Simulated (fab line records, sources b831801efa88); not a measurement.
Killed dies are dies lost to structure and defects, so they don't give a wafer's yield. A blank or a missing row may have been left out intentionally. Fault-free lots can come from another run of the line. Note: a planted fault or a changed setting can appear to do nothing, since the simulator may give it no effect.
fab line records -- flow gf180mcu
[record] lots = 24, wafers = 72, lastDay = 34
route steps=602 shown V2@398 M3@412 V3@446 M4@461 V4@497
lots untouched by any fault: they come from a run of this same line in which no faults occurred
startH: hours from the record's opening day to when the first of the lot's shown wafers began -- waitH: hours since the lot's step before -- " as in the row above -- L1.1+2: one row covering several wafers at once -- - either no value or no given start -- * or withheld: withheld -- < > ~ a bound
route shown NAME@n: NAME is a module with steps in the file, n the number in the route of the first one -- usual: mean/standard deviation taken from wafers without a fault -- same: alike in all rows -- chamber/n: place in a boat -- sites: readings site by site -- _std_site: the values' standard deviation -- _edge_site: inner sites' mean taken away from outer sites' mean -- radiusMm: how far each site lies from the wafer's centre -- mask NAME#n: copy n -- behind: the tool/chamber that last shaped the wafer -- hold: what put the lot on hold/how long, in hours/how the hold closed -- device: which transistor (n, p or np) failed to switch -- end of line: at the end of the route, the tests of the same wafers -- step lacking rows: just its recipe -- killed: dies lost to structure and defects at the first sort, not the wafer's yield -- map: the dies of a wafer, with x for killed, . for not killed, _ for no die there
set.NAME: the setting that was run; set.NAME@STEP: the one run at that earlier step -- model.NAME: the simulator's own value behind a step, which no gauge read
one table for each step of the route and one row for each wafer, over a sample of lots
services: a tool's chamber out of use, with start hour (startH, from the record's first day; less than 0 if before it), hours out, and reason
[[steps]]
[step GF_V2_ETCH_16]
[recipe] chemistry = N2/H2, targetDepthA = withheld, overetchA = withheld, timeS = withheld, target = BARC, ionEnergyEv = 200, sourceW = 500, biasW = 100, pressureMtorr = 30, n2FlowSccm = 100, h2FlowSccm = 200
[usual] biasW = 99.98/0.3, drypumpMotorCurrentA = 5.7/0.34, oesProductAu = 0.855/0.0052, throttleValvePct = 13.225/0.0085
lot.wafer,tool,chamber,startH,waitH,biasW,drypumpMotorCurrentA,oesProductAu,throttleValvePct
L074.2,rieDiel-01,0,457.55,0.0,99.77,6.3,0.857,13.237
L074.4,rieDiel-01,3,457.55,0.0,99.89,5.8,0.859,13.220
L074.6,rieDiel-01,3,457.55,0.0,99.81,5.8,0.865,13.234
L075.2,rieDiel-04,2,463.93,0.0,99.63,6.2,0.852,13.223
L075.3,rieDiel-04,0,463.93,0.0,100.09,5.7,0.859,13.229
L075.5,rieDiel-04,3,463.93,0.0,99.71,5.4,0.863,13.206
L076.2,rieDiel-04,0,475.03,0.0,100.52,5.7,0.860,13.226
L076.4,rieDiel-04,2,475.03,0.0,99.85,6.1,0.861,13.233
L076.6,rieDiel-04,3,475.03,0.0,100.47,5.4,0.852,13.221
L077.2,rieDiel-01,1,485.15,0.0,100.22,5.4,0.856,13.223
L077.3,rieDiel-01,1,485.15,0.0,100.26,5.4,0.858,13.208
L077.5,rieDiel-01,1,485.15,0.0,99.80,5.5,0.867,13.221
L078.2,rieDiel-04,3,500.20,0.0,99.98,5.3,0.860,13.231
L078.5,rieDiel-04,2,500.20,0.0,99.64,6.2,0.851,13.212
L078.6,rieDiel-04,3,500.20,0.0,99.88,5.3,0.853,13.235
L079.1,rieDiel-03,2,507.98,0.0,100.08,5.2,0.864,13.226
L079.2,rieDiel-03,1,507.98,0.0,99.74,6.0,0.847,13.220
L079.4,rieDiel-03,3,507.98,0.0,99.30,5.7,0.855,13.223
L080.1,rieDiel-03,1,515.90,0.0,100.64,6.0,0.843,13.217
L080.2,rieDiel-03,3,515.90,0.0,100.07,5.7,0.857,13.232
L080.6,rieDiel-03,3,515.90,0.0,99.68,5.7,0.852,13.229
L081.1,rieDiel-03,1,523.68,0.0,100.13,6.0,0.853,13.231
L081.2,rieDiel-03,0,523.68,0.0,99.84,6.1,0.852,13.249
L081.4,rieDiel-03,2,523.68,0.0,100.10,5.2,0.852,13.226
L082.1,rieDiel-03,0,531.78,0.0,100.12,6.1,0.858,13.208
L082.2,rieDiel-03,2,531.78,0.0,100.14,5.2,0.857,13.218
L082.5,rieDiel-03,1,531.78,0.0,100.27,6.0,0.862,13.229
L083.1,rieDiel-04,3,539.97,0.0,100.22,5.3,0.858,13.228
L083.5,rieDiel-04,3,539.97,0.0,99.89,5.4,0.845,13.234
L083.6,rieDiel-04,2,539.97,0.0,100.21,6.2,0.861,13.219
L084.2,rieDiel-04,0,548.93,0.0,100.10,5.7,0.858,13.236
L084.4,rieDiel-04,2,548.93,0.0,99.82,6.2,0.852,13.241
L084.6,rieDiel-04,0,548.93,0.0,100.26,5.7,0.850,13.211
L085.2,rieDiel-03,3,561.77,0.0,99.86,5.7,0.853,13.226
L085.4,rieDiel-03,1,561.77,0.0,100.22,6.0,0.846,13.221
L085.5,rieDiel-03,0,561.77,0.0,99.67,6.0,0.848,13.215
L086.2,rieDiel-04,2,566.17,0.0,100.07,6.2,0.850,13.225
L086.5,rieDiel-04,1,566.17,0.0,100.06,5.7,0.855,13.218
L086.6,rieDiel-04,2,566.17,0.0,100.01,6.2,0.849,13.241
L087.2,rieDiel-01,0,571.17,0.0,99.89,6.2,0.855,13.229
L087.4,rieDiel-01,3,571.17,0.0,100.17,5.8,0.856,13.224
L087.5,rieDiel-01,2,571.17,0.0,100.03,5.4,0.855,13.231
L088.1,rieDiel-03,3,583.85,0.0,100.04,5.7,0.858,13.238
L088.3,rieDiel-03,2,583.85,0.0,99.81,5.2,0.856,13.227
L088.5,rieDiel-03,2,583.85,0.0,99.83,5.2,0.848,13.220
L090.1,rieDiel-03,1,600.17,0.0,100.32,6.0,0.857,13.228
L090.2,rieDiel-03,0,600.17,0.0,99.30,6.1,0.855,13.232
L090.3,rieDiel-03,2,600.17,0.0,99.83,5.2,0.854,13.220
L089.1,rieDiel-01,3,600.50,0.0,99.85,5.8,0.857,13.224
L089.4,rieDiel-01,2,600.50,0.0,100.46,5.4,0.854,13.228
L089.6,rieDiel-01,2,600.50,0.0,99.85,5.4,0.856,13.233
L091.2,rieDiel-01,0,612.70,0.0,99.14,6.2,0.851,13.212
L091.3,rieDiel-01,1,612.70,0.0,99.46,5.5,0.856,13.235
L091.5,rieDiel-01,0,612.70,0.0,99.50,6.2,0.858,13.223
L092.1,rieDiel-03,3,615.23,0.0,99.83,5.7,0.855,13.238
L092.3,rieDiel-03,0,615.23,0.0,100.02,6.1,0.859,13.226
L092.6,rieDiel-03,3,615.23,0.0,99.55,5.7,0.851,13.221
L093.1,rieDiel-03,1,622.50,0.0,99.33,6.0,0.860,13.215
L093.5,rieDiel-03,3,622.50,0.0,99.76,5.7,0.853,13.229
L093.6,rieDiel-03,2,622.50,0.0,100.06,5.2,0.858,13.221
L094.1,rieDiel-03,2,629.48,0.0,100.00,5.2,0.854,13.216
L094.3,rieDiel-03,0,629.48,0.0,99.68,6.1,0.850,13.227
L094.6,rieDiel-03,1,629.48,0.0,100.52,6.0,0.850,13.233
L095.1,rieDiel-01,2,629.96,0.0,100.00,5.4,0.858,13.214
L095.3,rieDiel-01,1,629.96,0.0,99.83,5.4,0.860,13.232
L095.6,rieDiel-01,3,629.96,0.0,100.15,5.8,0.854,13.238
L096.1,rieDiel-01,2,642.67,0.0,100.22,5.4,0.853,13.228
L096.3,rieDiel-01,0,642.67,0.0,99.57,6.3,0.852,13.224
L096.6,rieDiel-01,0,642.67,0.0,100.33,6.3,0.863,13.221
L097.1,rieDiel-03,2,645.13,0.0,100.47,5.2,0.852,13.235
L097.4,rieDiel-03,0,645.13,0.0,99.77,6.1,0.848,13.235
L097.6,rieDiel-03,2,645.13,0.0,100.04,5.2,0.864,13.241
[step GF_M3_SPUTTER_03]
[recipe] material = Ti, targetThkNm = 10, substrateTempC = 300, chamberPressurePa = 0.3, powerW = 3000, timeS = 6.7
[usual] throttleValvePct = 29.9/0.92
lot.wafer,tool,chamber,startH,waitH,throttleValvePct
L074.2,pvdSputter-01,-,459.07,0.0,30.0
L074.4,pvdSputter-01,-,459.07,0.0,30.6
L074.6,pvdSputter-01,-,459.07,0.0,29.9
L075.2,pvdSputter-01,-,465.44,0.0,30.3
L075.3,pvdSputter-01,-,465.44,0.0,30.4
L075.5,pvdSputter-01,-,465.44,0.0,30.2
L076.2,pvdSputter-01,-,476.54,0.0,30.2
L076.4,pvdSputter-01,-,476.54,0.0,29.6
L076.6,pvdSputter-01,-,476.54,0.0,29.9
L077.2,pvdSputter-01,-,486.77,0.0,30.4
L077.3,pvdSputter-01,-,486.77,0.0,29.8
L077.5,pvdSputter-01,-,486.77,0.0,30.4
L078.2,pvdSputter-02,-,501.79,0.0,32.2
L078.5,pvdSputter-02,-,501.79,0.0,30.0
L078.6,pvdSputter-02,-,501.79,0.0,29.8
L079.1,pvdSputter-03,-,509.56,0.0,30.9
L079.2,pvdSputter-03,-,509.56,0.0,28.5
L079.4,pvdSputter-03,-,509.56,0.0,29.3
L080.1,pvdSputter-03,-,517.45,0.0,29.5
L080.2,pvdSputter-03,-,517.45,0.0,28.2
L080.6,pvdSputter-03,-,517.45,0.0,29.3
L081.1,pvdSputter-01,-,525.20,0.0,30.1
L081.2,pvdSputter-01,-,525.20,0.0,30.2
L081.4,pvdSputter-01,-,525.20,0.0,29.7
L082.1,pvdSputter-03,-,533.40,0.0,29.2
L082.2,pvdSputter-03,-,533.40,0.0,28.1
L082.5,pvdSputter-03,-,533.40,0.0,29.0
L083.1,pvdSputter-02,-,541.49,0.0,28.6
L083.5,pvdSputter-02,-,541.49,0.0,32.2
L083.6,pvdSputter-02,-,541.49,0.0,30.3
L084.2,pvdSputter-03,-,550.52,0.0,29.1
L084.4,pvdSputter-03,-,550.52,0.0,31.2
L084.6,pvdSputter-03,-,550.52,0.0,29.2
L085.2,pvdSputter-02,-,563.33,0.0,30.4
L085.4,pvdSputter-02,-,563.33,0.0,30.0
L085.5,pvdSputter-02,-,563.33,0.0,30.3
L086.2,pvdSputter-01,-,567.75,0.0,30.0
L086.5,pvdSputter-01,-,567.75,0.0,30.4
L086.6,pvdSputter-01,-,567.75,0.0,30.3
L087.2,pvdSputter-01,-,576.62,0.0,30.5
L087.4,pvdSputter-01,-,576.62,0.0,30.4
L087.5,pvdSputter-01,-,576.62,0.0,30.2
L088.1,pvdSputter-01,-,585.37,0.0,30.4
L088.3,pvdSputter-01,-,585.37,0.0,30.1
L088.5,pvdSputter-01,-,585.37,0.0,30.2
L090.1,pvdSputter-02,-,601.77,0.0,28.9
L090.2,pvdSputter-02,-,601.77,0.0,30.2
L090.3,pvdSputter-02,-,601.77,0.0,32.2
L089.1,pvdSputter-01,-,602.05,0.0,30.2
L089.4,pvdSputter-01,-,602.05,0.0,30.2
L089.6,pvdSputter-01,-,602.05,0.0,30.2
L091.2,pvdSputter-03,-,614.25,0.0,28.2
L091.3,pvdSputter-03,-,614.25,0.0,29.1
L091.5,pvdSputter-03,-,614.25,0.0,28.3
L092.1,pvdSputter-01,-,616.77,0.0,29.8
L092.3,pvdSputter-01,-,616.77,0.0,30.3
L092.6,pvdSputter-01,-,616.77,0.0,29.9
L093.1,pvdSputter-02,-,624.03,0.0,30.2
L093.5,pvdSputter-02,-,624.03,0.0,29.0
L093.6,pvdSputter-02,-,624.03,0.0,29.8
L094.1,pvdSputter-03,-,631.00,0.0,28.4
L094.3,pvdSputter-03,-,631.00,0.0,29.4
L094.6,pvdSputter-03,-,631.00,0.0,31.1
L095.1,pvdSputter-01,-,631.50,0.0,30.1
L095.3,pvdSputter-01,-,631.50,0.0,29.7
L095.6,pvdSputter-01,-,631.50,0.0,30.2
L096.1,pvdSputter-03,-,644.19,0.0,30.9
L096.3,pvdSputter-03,-,644.19,0.0,28.2
L096.6,pvdSputter-03,-,644.19,0.0,28.4
L097.1,pvdSputter-03,-,646.67,0.0,31.0
L097.4,pvdSputter-03,-,646.67,0.0,29.0
L097.6,pvdSputter-03,-,646.67,0.0,29.0
[step GF_V3_ETCH_17]
[recipe] chemistry = C4F8/O2/Ar, maskMaterial = KrF, target = SiO2, stopOn = TiN, sourceW = 1500, biasW = 1200, pressureMtorr = 40, c4f8FlowSccm = withheld, O2_flow_sccm = 6, Ar_flow_sccm = 300, timeS = withheld, targetDepthA = 6350
[usual] biasW = 1200/3.8, oesProductAu = 0.856/0.0045
lot.wafer,tool,chamber,startH,waitH,biasW,oesProductAu
L074.2,rieDiel-04,3,-,-,1200,0.851
L074.4,rieDiel-04,1,-,-,1206,0.859
L074.6,rieDiel-04,1,-,-,1202,0.859
L075.2,rieDiel-02,0,-,-,1201,0.853
L075.3,rieDiel-02,2,-,-,1197,0.859
L075.5,rieDiel-02,3,-,-,1206,0.862
L076.2,rieDiel-02,2,-,-,1203,0.862
L076.4,rieDiel-02,3,-,-,1195,0.856
L076.6,rieDiel-02,2,-,-,1199,0.865
L077.2,rieDiel-02,0,-,-,1204,0.859
L077.3,rieDiel-02,3,-,-,1202,0.861
L077.5,rieDiel-02,0,-,-,1202,0.851
L078.2,rieDiel-02,2,-,-,1199,0.844
L078.5,rieDiel-02,0,-,-,1201,0.852
L078.6,rieDiel-02,3,-,-,1201,0.860
L079.1,rieDiel-01,3,-,-,1198,0.851
L079.2,rieDiel-01,0,-,-,1201,0.859
L079.4,rieDiel-01,2,-,-,1198,0.861
L080.1,rieDiel-04,2,-,-,1205,0.855
L080.2,rieDiel-04,3,-,-,1206,0.851
L080.6,rieDiel-04,2,-,-,1199,0.858
L081.1,rieDiel-02,2,-,-,1202,0.855
L081.2,rieDiel-02,1,-,-,1196,0.856
L081.4,rieDiel-02,0,-,-,1194,0.854
L082.1,rieDiel-02,2,-,-,1200,0.856
L082.2,rieDiel-02,1,-,-,1206,0.858
L082.5,rieDiel-02,0,-,-,1208,0.852
L083.1,rieDiel-01,1,-,-,1198,0.854
L083.5,rieDiel-01,1,-,-,1198,0.855
L083.6,rieDiel-01,2,-,-,1201,0.854
L084.2,rieDiel-02,3,-,-,1204,0.855
L084.4,rieDiel-02,1,-,-,1204,0.866
L084.6,rieDiel-02,2,-,-,1199,0.862
L085.2,rieDiel-02,0,-,-,1202,0.859
L085.4,rieDiel-02,3,-,-,1197,0.858
L085.5,rieDiel-02,3,-,-,1199,0.855
L086.2,rieDiel-04,0,-,-,1198,0.860
L086.5,rieDiel-04,3,-,-,1193,0.861
L086.6,rieDiel-04,2,-,-,1199,0.852
L087.2,rieDiel-02,2,-,-,1191,0.855
L087.4,rieDiel-02,1,-,-,1197,0.853
L087.5,rieDiel-02,2,-,-,1199,0.859
L088.1,rieDiel-02,0,-,-,1200,0.862
L088.3,rieDiel-02,3,-,-,1197,0.850
L088.5,rieDiel-02,2,-,-,1193,0.859
L090.1,rieDiel-02,1,-,-,1204,0.854
L090.2,rieDiel-02,2,-,-,1197,0.850
L090.3,rieDiel-02,0,-,-,1200,0.860
L089.1,rieDiel-01,2,-,-,1204,0.861
L089.4,rieDiel-01,1,-,-,1199,0.852
L089.6,rieDiel-01,2,-,-,1202,0.865
L091.2,rieDiel-02,0,-,-,1198,0.859
L091.3,rieDiel-02,1,-,-,1197,0.860
L091.5,rieDiel-02,0,-,-,1199,0.855
L092.1,rieDiel-02,1,-,-,1201,0.848
L092.3,rieDiel-02,3,-,-,1197,0.861
L092.6,rieDiel-02,1,-,-,1203,0.852
L093.1,rieDiel-01,3,-,-,1201,0.863
L093.5,rieDiel-01,1,-,-,1197,0.854
L093.6,rieDiel-01,2,-,-,1202,0.859
L094.1,rieDiel-04,2,-,-,1197,0.862
L094.3,rieDiel-04,1,-,-,1207,0.857
L094.6,rieDiel-04,3,-,-,1197,0.858
L095.1,rieDiel-01,0,-,-,1203,0.854
L095.3,rieDiel-01,2,-,-,1198,0.862
L095.6,rieDiel-01,1,-,-,1200,0.851
L096.1,rieDiel-01,1,-,-,1199,0.860
L096.3,rieDiel-01,0,-,-,1199,0.857
L096.6,rieDiel-01,1,-,-,1199,0.854
L097.1,rieDiel-04,3,-,-,1203,0.858
L097.4,rieDiel-04,0,-,-,1195,0.868
L097.6,rieDiel-04,0,-,-,1201,0.853
[step GF_V3_SPUTTER_21]
[recipe] material = Ti, targetThkNm = 15, chamberPressurePa = 5, powerW = 2500, substrateTempC = 200, timeS = 80.02
[usual] throttleValvePct = 29.7/1.1
lot.wafer,tool,chamber,startH,waitH,throttleValvePct
L074.2,pvdSputter-02,-,508.36,0.0,28.9
L074.4,pvdSputter-02,-,508.36,0.0,32.0
L074.6,pvdSputter-02,-,508.36,0.0,28.7
L075.2,pvdSputter-03,-,514.89,0.0,31.0
L075.3,pvdSputter-03,-,514.89,0.0,29.2
L075.5,pvdSputter-03,-,514.89,0.0,28.0
L076.2,pvdSputter-04,-,525.27,0.0,29.0
L076.4,pvdSputter-04,-,525.27,0.0,28.8
L076.6,pvdSputter-04,-,525.27,0.0,29.5
L077.2,pvdSputter-02,-,534.64,0.0,30.1
L077.3,pvdSputter-02,-,534.64,0.0,32.5
L077.5,pvdSputter-02,-,534.64,0.0,32.3
L078.2,pvdSputter-02,-,550.39,0.0,29.8
L078.5,pvdSputter-02,-,550.39,0.0,29.9
L078.6,pvdSputter-02,-,550.39,0.0,28.8
L079.1,pvdSputter-03,-,557.63,0.0,28.3
L079.2,pvdSputter-03,-,557.63,0.0,30.8
L079.4,pvdSputter-03,-,557.63,0.0,29.2
L080.1,pvdSputter-02,-,565.26,0.0,29.8
L080.2,pvdSputter-02,-,565.26,0.0,29.0
L080.6,pvdSputter-02,-,565.26,0.0,30.2
L081.1,pvdSputter-03,-,573.11,0.0,31.0
L081.2,pvdSputter-03,-,573.11,0.0,29.1
L081.4,pvdSputter-03,-,573.11,0.0,28.7
L082.1,pvdSputter-02,-,580.80,0.0,28.8
L082.2,pvdSputter-02,-,580.80,0.0,29.6
L082.5,pvdSputter-02,-,580.80,0.0,32.4
L083.1,pvdSputter-04,-,587.12,0.0,30.1
L083.5,pvdSputter-04,-,587.12,0.0,29.4
L083.6,pvdSputter-04,-,587.12,0.0,28.9
L084.2,pvdSputter-04,-,599.14,0.0,28.7
L084.4,pvdSputter-04,-,599.14,0.0,29.9
L084.6,pvdSputter-04,-,599.14,0.0,29.1
L085.2,pvdSputter-04,-,607.73,0.0,29.5
L085.4,pvdSputter-04,-,607.73,0.0,28.7
L085.5,pvdSputter-04,-,607.73,0.0,28.9
L086.2,pvdSputter-03,-,612.65,0.0,29.5
L086.5,pvdSputter-03,-,612.65,0.0,29.0
L086.6,pvdSputter-03,-,612.65,0.0,29.6
L087.2,pvdSputter-02,-,620.37,0.0,29.7
L087.4,pvdSputter-02,-,620.37,0.0,32.3
L087.5,pvdSputter-02,-,620.37,0.0,32.2
L088.1,pvdSputter-03,-,629.33,0.0,28.2
L088.3,pvdSputter-03,-,629.33,0.0,29.3
L088.5,pvdSputter-03,-,629.33,0.0,28.4
L090.1,pvdSputter-04,-,645.02,0.0,28.8
L090.2,pvdSputter-04,-,645.02,0.0,30.2
L090.3,pvdSputter-04,-,645.02,0.0,29.1
L089.1,pvdSputter-02,-,646.27,0.0,28.8
L089.4,pvdSputter-02,-,646.27,0.0,30.0
L089.6,pvdSputter-02,-,646.27,0.0,29.1
L091.2,pvdSputter-02,-,657.60,0.0,32.5
L091.3,pvdSputter-02,-,657.60,0.0,29.0
L091.5,pvdSputter-02,-,657.60,0.0,29.9
L092.1,pvdSputter-04,-,659.29,0.0,29.0
L092.3,pvdSputter-04,-,659.29,0.0,29.9
L092.6,pvdSputter-04,-,659.29,0.0,28.7
L093.1,pvdSputter-04,-,666.02,0.0,29.4
L093.5,pvdSputter-04,-,666.02,0.0,29.5
L093.6,pvdSputter-04,-,666.02,0.0,28.8
L094.1,pvdSputter-04,-,673.18,0.0,30.0
L094.3,pvdSputter-04,-,673.18,0.0,30.0
L094.6,pvdSputter-04,-,673.18,0.0,28.7
L095.1,pvdSputter-03,-,673.46,0.0,31.0
L095.3,pvdSputter-03,-,673.46,0.0,29.1
L095.6,pvdSputter-03,-,673.46,0.0,28.6
L096.1,pvdSputter-02,-,685.04,0.0,28.8
L096.3,pvdSputter-02,-,685.04,0.0,32.3
L096.6,pvdSputter-02,-,685.04,0.0,30.3
L097.1,pvdSputter-02,-,687.16,0.0,30.1
L097.4,pvdSputter-02,-,687.16,0.0,32.1
L097.6,pvdSputter-02,-,687.16,0.0,29.8
[step GF_M4_RS_MEAS_05]
[recipe] thkMeasGauge = four-point-probe, reads = TiN_of_M4_SPUTTER_04+Ti_of_M4_SPUTTER_03+AlCu_of_M4_SPUTTER_02+TiN_of_M4_SPUTTER_01+Ti_of_M4_SPUTTER_00
[usual] M4_ALCU_RS = 0.0723/0.00091
lot.wafer,tool,chamber,startH,waitH,M4_ALCU_RS[ohm/sq]
L074.2,filmMetro-03,-,509.30,0.0,0.0702
L074.4,filmMetro-03,-,509.30,0.0,0.0712
L074.6,filmMetro-03,-,509.30,0.0,0.0713
L075.2,filmMetro-03,-,516.16,0.0,0.0720
L075.3,filmMetro-03,-,516.16,0.0,0.0731
L075.5,filmMetro-03,-,516.16,0.0,0.0727
L076.2,filmMetro-04,-,526.20,0.0,0.0712
L076.4,filmMetro-04,-,526.20,0.0,0.0708
L076.6,filmMetro-04,-,526.20,0.0,0.0713
L077.2,filmMetro-04,-,535.58,0.0,0.0734
L077.3,filmMetro-04,-,535.58,0.0,0.0730
L077.5,filmMetro-04,-,535.58,0.0,0.0728
L078.2,filmMetro-04,-,551.32,0.0,0.0753
L078.5,filmMetro-04,-,551.32,0.0,0.0743
L078.6,filmMetro-04,-,551.32,0.0,0.0745
L079.1,filmMetro-01,-,558.54,0.0,0.0724
L079.2,filmMetro-01,-,558.54,0.0,0.0725
L079.4,filmMetro-01,-,558.54,0.0,0.0729
L080.1,filmMetro-03,-,566.18,0.0,0.0727
L080.2,filmMetro-03,-,566.18,0.0,0.0725
L080.6,filmMetro-03,-,566.18,0.0,0.0720
L081.1,filmMetro-01,-,577.81,0.0,0.0725
L081.2,filmMetro-01,-,577.81,0.0,0.0723
L081.4,filmMetro-01,-,577.81,0.0,0.0720
L082.1,filmMetro-04,-,581.71,0.0,0.0710
L082.2,filmMetro-04,-,581.71,0.0,0.0716
L082.5,filmMetro-04,-,581.71,0.0,0.0711
L083.1,filmMetro-01,-,588.03,0.0,0.0726
L083.5,filmMetro-01,-,588.03,0.0,0.0729
L083.6,filmMetro-01,-,588.03,0.0,0.0726
L084.2,filmMetro-01,-,600.08,0.0,0.0723
L084.4,filmMetro-01,-,600.08,0.0,0.0734
L084.6,filmMetro-01,-,600.08,0.0,0.0724
L085.2,filmMetro-01,-,608.66,0.0,0.0733
L085.4,filmMetro-01,-,608.66,0.0,0.0738
L085.5,filmMetro-01,-,608.66,0.0,0.0733
L086.2,filmMetro-01,-,613.58,0.0,0.0718
L086.5,filmMetro-01,-,613.58,0.0,0.0717
L086.6,filmMetro-01,-,613.58,0.0,0.0703
L087.2,filmMetro-04,-,621.33,0.0,0.0715
L087.4,filmMetro-04,-,621.33,0.0,0.0724
L087.5,filmMetro-04,-,621.33,0.0,0.0716
L088.1,filmMetro-03,-,630.24,0.0,0.0724
L088.3,filmMetro-03,-,630.24,0.0,0.0737
L088.5,filmMetro-03,-,630.24,0.0,0.0737
L090.1,filmMetro-03,-,645.93,0.0,0.0713
L090.2,filmMetro-03,-,645.93,0.0,0.0710
L090.3,filmMetro-03,-,645.93,0.0,0.0718
L089.1,filmMetro-01,-,647.18,0.0,0.0723
L089.4,filmMetro-01,-,647.18,0.0,0.0731
L089.6,filmMetro-01,-,647.18,0.0,0.0732
L091.2,filmMetro-01,-,658.53,0.0,0.0725
L091.3,filmMetro-01,-,658.53,0.0,0.0719
L091.5,filmMetro-01,-,658.53,0.0,0.0719
L092.1,filmMetro-01,-,660.20,0.0,0.0731
L092.3,filmMetro-01,-,660.20,0.0,0.0727
L092.6,filmMetro-01,-,660.20,0.0,0.0727
L093.1,filmMetro-04,-,667.04,0.0,0.0726
L093.5,filmMetro-04,-,667.04,0.0,0.0722
L093.6,filmMetro-04,-,667.04,0.0,0.0720
L094.1,filmMetro-03,-,674.09,0.0,0.0728
L094.3,filmMetro-03,-,674.09,0.0,0.0733
L094.6,filmMetro-03,-,674.09,0.0,0.0724
L095.1,filmMetro-04,-,674.37,0.0,0.0714
L095.3,filmMetro-04,-,674.37,0.0,0.0720
L095.6,filmMetro-04,-,674.37,0.0,0.0713
L096.1,filmMetro-03,-,685.95,0.0,0.0727
L096.3,filmMetro-03,-,685.95,0.0,0.0718
L096.6,filmMetro-03,-,685.95,0.0,0.0718
L097.1,filmMetro-01,-,688.07,0.0,0.0723
L097.4,filmMetro-01,-,688.07,0.0,0.0723
L097.6,filmMetro-01,-,688.07,0.0,0.0726
[step GF_V4_SPUTTER_21]
[recipe] material = Ti, targetThkNm = 15, chamberPressurePa = 5, powerW = 2500, substrateTempC = 200, timeS = 80.02
[usual] throttleValvePct = 30.0/0.94
lot.wafer,tool,chamber,startH,waitH,throttleValvePct
L074.2,pvdSputter-02,-,557.23,0.0,32.4
L074.4,pvdSputter-02,-,557.23,0.0,30.3
L074.6,pvdSputter-02,-,557.23,0.0,30.3
L075.2,pvdSputter-01,-,563.24,0.0,30.4
L075.3,pvdSputter-01,-,563.24,0.0,29.7
L075.5,pvdSputter-01,-,563.24,0.0,29.8
L076.2,pvdSputter-01,-,573.46,0.0,30.3
L076.4,pvdSputter-01,-,573.46,0.0,30.1
L076.6,pvdSputter-01,-,573.46,0.0,30.4
L077.2,pvdSputter-04,-,582.75,0.0,29.1
L077.3,pvdSputter-04,-,582.75,0.0,29.6
L077.5,pvdSputter-04,-,582.75,0.0,29.5
L078.2,pvdSputter-02,-,599.48,0.0,28.9
L078.5,pvdSputter-02,-,599.48,0.0,29.9
L078.6,pvdSputter-02,-,599.48,0.0,30.2
L079.1,pvdSputter-01,-,603.39,0.0,30.1
L079.2,pvdSputter-01,-,603.39,0.0,29.6
L079.4,pvdSputter-01,-,603.39,0.0,30.3
L080.1,pvdSputter-04,-,610.54,0.0,29.5
L080.2,pvdSputter-04,-,610.54,0.0,30.0
L080.6,pvdSputter-04,-,610.54,0.0,29.5
L081.1,pvdSputter-02,-,622.09,0.0,28.6
L081.2,pvdSputter-02,-,622.09,0.0,29.8
L081.4,pvdSputter-02,-,622.09,0.0,32.2
L082.1,pvdSputter-01,-,626.41,0.0,29.9
L082.2,pvdSputter-01,-,626.41,0.0,30.4
L082.5,pvdSputter-01,-,626.41,0.0,30.5
L083.1,pvdSputter-02,-,631.31,0.0,32.3
L083.5,pvdSputter-02,-,631.31,0.0,29.9
L083.6,pvdSputter-02,-,631.31,0.0,28.7
L084.2,pvdSputter-02,-,644.03,0.0,29.0
L084.4,pvdSputter-02,-,644.03,0.0,32.1
L084.6,pvdSputter-02,-,644.03,0.0,29.9
L085.2,pvdSputter-01,-,652.44,0.0,30.0
L085.4,pvdSputter-01,-,652.44,0.0,29.9
L085.5,pvdSputter-01,-,652.44,0.0,29.8
L086.2,pvdSputter-04,-,656.04,0.0,28.9
L086.5,pvdSputter-04,-,656.04,0.0,28.7
L086.6,pvdSputter-04,-,656.04,0.0,29.5
L087.2,pvdSputter-01,-,662.87,0.0,29.6
L087.4,pvdSputter-01,-,662.87,0.0,30.5
L087.5,pvdSputter-01,-,662.87,0.0,30.4
L088.1,pvdSputter-02,-,671.37,0.0,28.8
L088.3,pvdSputter-02,-,671.37,0.0,29.9
L088.5,pvdSputter-02,-,671.37,0.0,29.6
L089.1,pvdSputter-01,-,687.53,0.0,30.1
L089.4,pvdSputter-01,-,687.53,0.0,30.2
L089.6,pvdSputter-01,-,687.53,0.0,30.4
L091.2,pvdSputter-02,-,698.69,0.0,30.1
L091.3,pvdSputter-02,-,698.69,0.0,32.3
L091.5,pvdSputter-02,-,698.69,0.0,32.1
L092.1,pvdSputter-04,-,700.13,0.0,30.1
L092.3,pvdSputter-04,-,700.13,0.0,29.5
L092.6,pvdSputter-04,-,700.13,0.0,29.6
L090.1,pvdSputter-04,-,700.94,0.0,30.3
L090.2,pvdSputter-04,-,700.94,0.0,28.9
L090.3,pvdSputter-04,-,700.94,0.0,28.8
L093.1,pvdSputter-01,-,707.38,0.0,30.2
L093.5,pvdSputter-01,-,707.38,0.0,30.3
L093.6,pvdSputter-01,-,707.38,0.0,29.6
L094.1,pvdSputter-02,-,713.89,0.0,32.3
L094.3,pvdSputter-02,-,713.89,0.0,29.9
L094.6,pvdSputter-02,-,713.89,0.0,32.4
L095.1,pvdSputter-01,-,714.58,0.0,29.7
L095.3,pvdSputter-01,-,714.58,0.0,30.1
L095.6,pvdSputter-01,-,714.58,0.0,30.5
L096.1,pvdSputter-04,-,724.02,0.0,28.9
L096.3,pvdSputter-04,-,724.02,0.0,29.8
L096.6,pvdSputter-04,-,724.02,0.0,29.6
L097.1,pvdSputter-02,-,726.20,0.0,32.3
L097.4,pvdSputter-02,-,726.20,0.0,30.1
L097.6,pvdSputter-02,-,726.20,0.0,32.3
[[services]]
tool,chamber,startH,hours,kind
rieDiel-01,1,458.15,5.1,repair
rieDiel-01,2,480.80,22.5,repair
rieDiel-01,0,481.53,14.6,repair
rieDiel-02,0,489.46,7.2,repair
pvdSputter-03,-,497.74,0.7,repair
pvdSputter-03,-,499.97,1.3,repair
pvdSputter-04,-,509.58,9.4,repair
pvdSputter-01,-,551.39,0.6,repair
pvdSputter-01,-,564.39,0.5,repair
pvdSputter-03,-,574.31,8.6,repair
rieDiel-03,1,611.38,4.5,repair
rieDiel-01,1,632.09,8.3,repair
rieDiel-04,0,633.36,9.5,repair
rieDiel-01,3,637.11,8.6,repair
pvdSputter-04,-,678.86,2.9,repair
rieDiel-01,3,679.61,13.6,repair
rieDiel-03,0,681.35,4.4,repair
pvdSputter-01,-,688.68,10.1,repair
rieDiel-01,-,690.39,2.0,repair
rieDiel-02,2,696.12,12.7,repair
rieDiel-03,0,698.28,5.4,repair
pvdSputter-01,-,698.65,5.2,repair
rieDiel-01,3,702.94,1.4,repair
rieDiel-04,2,720.94,2.3,repair
[[key]]
fault none
